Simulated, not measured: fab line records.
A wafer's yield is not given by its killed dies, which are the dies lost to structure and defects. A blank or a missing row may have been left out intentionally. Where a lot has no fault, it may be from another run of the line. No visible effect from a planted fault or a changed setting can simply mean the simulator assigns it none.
Comparing a struck lot with a sound one -- flow sfq line -- 42 out of 325 route steps
Sound: wafers L180.1, L180.2, L180.5. The struck wafers were L191.1, L191.2, L191.5. The cause comes at the end.
Order at every step that has rows: each side's tool, ch and its chambers, its first start. Under that, the readings that differ: sound wafers -- struck wafers -- difference of the means -- sigmas: that difference in standard deviations of wafers without a fault.
alike: same words and numbers on both sides, and readings whose means sit less than 2 such deviations apart. not compared: any withheld reading, any reading some wafer has no value for, any bound like >300 that may hide the same value, and any number with overlapping values for which the record gives no deviation.
The two part at a step that has a row with sigmas, a row that says differs or no value, or rows on one side only. Non-overlapping numbers with no deviation appear without sigmas and do not part them. A reading that every wafer of one side lacks parts them only if that side has two wafers or more.

first, 7 steps without rows for these wafers: SFQ_TRILAYER_I4_VIA_STRIP_STRIP_107 (strips in O2); SFQ_TRILAYER_I4_VIA_STRIP_SOLV_CLEAN_108 (cleans in NMP, time 600 s); SFQ_TRILAYER_JJ_TRILAYER_DEP_PRE_CLEAN_113 (time 22.5 s); SFQ_TRILAYER_JJ_TRILAYER_DEP_SPUTTER_109 (material Nb, target thk 150 nm, time 100 s); SFQ_TRILAYER_JJ_TRILAYER_DEP_SPUTTER_110 (material Al, target thk 8 nm, time 10 s); SFQ_TRILAYER_JJ_TRILAYER_DEP_AL_OXIDATION_111 (oxidation time 600 s); SFQ_TRILAYER_JJ_TRILAYER_DEP_SPUTTER_112 (material Nb, target thk 170 nm, time 113.3 s).
SFQ_JJ_RS_MEAS_929: measures by four-point-probe.
  sound on film metro-03 at day 61 17:32; struck on film metro-01 at day 67 13:29
  alike: JJ_NB_RS
then, 3 steps without rows for these wafers: SFQ_TRILAYER_JJ_CE_LITHO_COAT_119 (resist thk 62 nm); SFQ_TRILAYER_JJ_CE_LITHO_COAT_114 (resist thk 600 nm); SFQ_TRILAYER_JJ_CE_LITHO_SOFTBAKE_118.
SFQ_TRILAYER_JJ_CE_LITHO_EXPOSE_115: exposes mask J5, target cd 700 nm.
  sound on krf scanner-01 ch 0, day 65 15:33; struck on krf scanner-02 ch 0, day 67 19:23
  alike: mask
then, 2 steps without rows for these wafers: SFQ_TRILAYER_JJ_CE_LITHO_PEB_117 (peb time 60 s); SFQ_TRILAYER_JJ_CE_LITHO_DEVELOP_116 (time 60 s).
SFQ_JJ_OVL_MEAS_931:
  sound on overlay-01 at day 65 17:03; struck on overlay-01 at day 67 20:53
  alike: J5_OVL
SFQ_TRILAYER_JJ_CE_METRO_MEASURE_117:
  sound on cd sem-02 at day 65 17:05; struck on cd sem-01 at day 67 22:18
reading,sound,struck,difference,sigmas
cd nm (nm),700.4 700.4 700.2,693.0 695.5 681.8,-10.2,-9
SFQ_TRILAYER_JJ_CE_BARC_OPEN_RIE_150: chemistry O2, target BARC, target depth 240 nm, time 80 s.
  sound on rie metal-03 ch 0,1, day 65 18:17; struck on rie metal-02 ch 0,1, day 68 02:18
reading,sound,struck,difference,sigmas
model.JJ.cd nm (nm),699.3 702 700.8,693.7 695.3 681.7,-10.5,
  alike: bias w, drypump motor current A, oes product au
  not compared: rf hours counter h
SFQ_TRILAYER_JJ_CE_ETCH_RIE_118: chemistry SF6, target Nb, stops on Al2O3, time 97.7 s, target depth 170 nm.
  sound on rie metal-03 ch 0,1, day 65 18:22; struck on rie metal-02 ch 0,1, day 68 02:23
reading,sound,struck,difference,sigmas
model.JJ.cd nm (nm),698.4 702.1 701.4,694.2 694.3 680.3,-11.0,
  alike: bias w, drypump motor current A, oes product au
  not compared: rf hours counter h
following that, these wafers have no rows for 1 step: SFQ_TRILAYER_JJ_ANODIZE_ANODIZE_119.
SFQ_TRILAYER_JJ_CE_STRIP_STRIP_120: strips in O2.
  sound on rie metal-02 ch 0,1, day 65 18:59; struck on rie metal-03 ch 0,1, day 68 03:22
  alike: drypump motor current A, oes product au
  not compared: rf hours counter h
then, 7 steps without rows for these wafers: SFQ_TRILAYER_JJ_CE_STRIP_SOLV_CLEAN_121 (cleans in NMP, time 600 s); SFQ_TRILAYER_M5_LITHO_COAT_128 (resist thk 62 nm); SFQ_TRILAYER_M5_LITHO_COAT_123 (resist thk 600 nm); SFQ_TRILAYER_M5_LITHO_SOFTBAKE_127; SFQ_TRILAYER_M5_LITHO_EXPOSE_124 (exposes mask M5, target cd 700 nm); SFQ_TRILAYER_M5_LITHO_PEB_126 (peb time 60 s); SFQ_TRILAYER_M5_LITHO_DEVELOP_125 (time 60 s).
-- the record jumps here: 4 days lie between the struck wafers' starts before and after --
SFQ_M5_OVL_MEAS_932:
  sound on overlay-02 at day 69 10:24; struck on overlay-02 at day 71 19:46
  alike: M5_OVL
then, 4 steps without rows for these wafers: SFQ_TRILAYER_M5_BARC_OPEN_METAL_ETCH_161 (etches BARC in O2, target depth 125 nm, time 41.7 s); SFQ_TRILAYER_M5_ETCH_METAL_ETCH_126 (etches Nb in Cl2/BCl3, stops on SiO2, time 203.2 s, target depth 265 nm); SFQ_TRILAYER_M5_STRIP_STRIP_127 (strips in O2); SFQ_TRILAYER_M5_STRIP_SOLV_CLEAN_128 (cleans in NMP, time 600 s).
SFQ_TRILAYER_A5B_DEP_PECVD_129: deposits SiO2 from SiH4/N2O, time 133.33 s, target thk 600 nm.
  sound on pecvd-03 ch 0,1,2, day 69 11:29; struck on pecvd-01 ch 1,2, day 71 20:50
  alike: heater power w, susceptor temp C, throttle valve pct
SFQ_TRILAYER_A5B_CMP_CMP_130: polishes, stops on Nb, target thk 340.7 nm.
  sound on cmp-02 ch 1,2,3, day 69 18:01; struck on cmp-01 ch 2,3, day 71 20:56
  alike: motor current A, platen rpm
SFQ_TRILAYER_A5B_METRO_MEASURE_131:
  sound on film metro-04 at day 69 20:01; struck on film metro-04 at day 71 23:56
  alike: thk nm
then, 1 step without rows for these wafers: SFQ_TRILAYER_R5_DEP_SPUTTER_132 (material Ti, target thk 5 nm, time 5 s).
SFQ_TRILAYER_R5_DEP_SPUTTER_133: material MoNx, target thk 40 nm, time 66.7 s.
  sound on pvd sputter-03 at day 69 21:14; struck on pvd sputter-03 at day 72 01:09
  alike: throttle valve pct
then, 1 step without rows for these wafers: SFQ_TRILAYER_R5_DEP_SPUTTER_134 (material Ti, target thk 5 nm, time 5 s).
SFQ_R5_RS_MEAS_933: measures by four-point-probe.
  sound on film metro-04 at day 69 21:19; struck on film metro-02 at day 72 01:13
  alike: R5_MONX_RS
SFQ_R5_THK_MEAS_934: measures by xrf.
  sound on film metro-04 at day 69 21:26; struck on film metro-02 at day 72 01:20
  alike: R5_MONX_THK
then, 1 step without rows for these wafers: SFQ_TRILAYER_R5_LITHO_COAT_141 (resist thk 62 nm).
-- the record jumps here: 29 days lie between the struck wafers' starts before and after --
SFQ_M8_BOW_MEAS_951:
  sound on film metro-03 at day 94 13:51; struck on film metro-03 at day 101 02:01
reading,sound,struck,difference,sigmas
model.etest.jj.g times,0.9948 1.005 1.004,0.983 0.9834 0.9439,-0.031,
  alike: M8_BOW

## WHERE THEY PART
Within this record, at SFQ_TRILAYER_JJ_CE_METRO_MEASURE_117 only. Later steps at which nothing parts them and some readings are alike: SFQ_TRILAYER_JJ_CE_BARC_OPEN_RIE_150, SFQ_TRILAYER_JJ_CE_ETCH_RIE_118, SFQ_TRILAYER_JJ_CE_STRIP_STRIP_120, SFQ_M5_OVL_MEAS_932, SFQ_TRILAYER_A5B_DEP_PECVD_129, SFQ_TRILAYER_A5B_CMP_CMP_130, SFQ_TRILAYER_A5B_METRO_MEASURE_131, SFQ_TRILAYER_R5_DEP_SPUTTER_133, SFQ_R5_RS_MEAS_933, SFQ_R5_THK_MEAS_934, SFQ_M8_BOW_MEAS_951.

WHY: the cause the simulator had injected
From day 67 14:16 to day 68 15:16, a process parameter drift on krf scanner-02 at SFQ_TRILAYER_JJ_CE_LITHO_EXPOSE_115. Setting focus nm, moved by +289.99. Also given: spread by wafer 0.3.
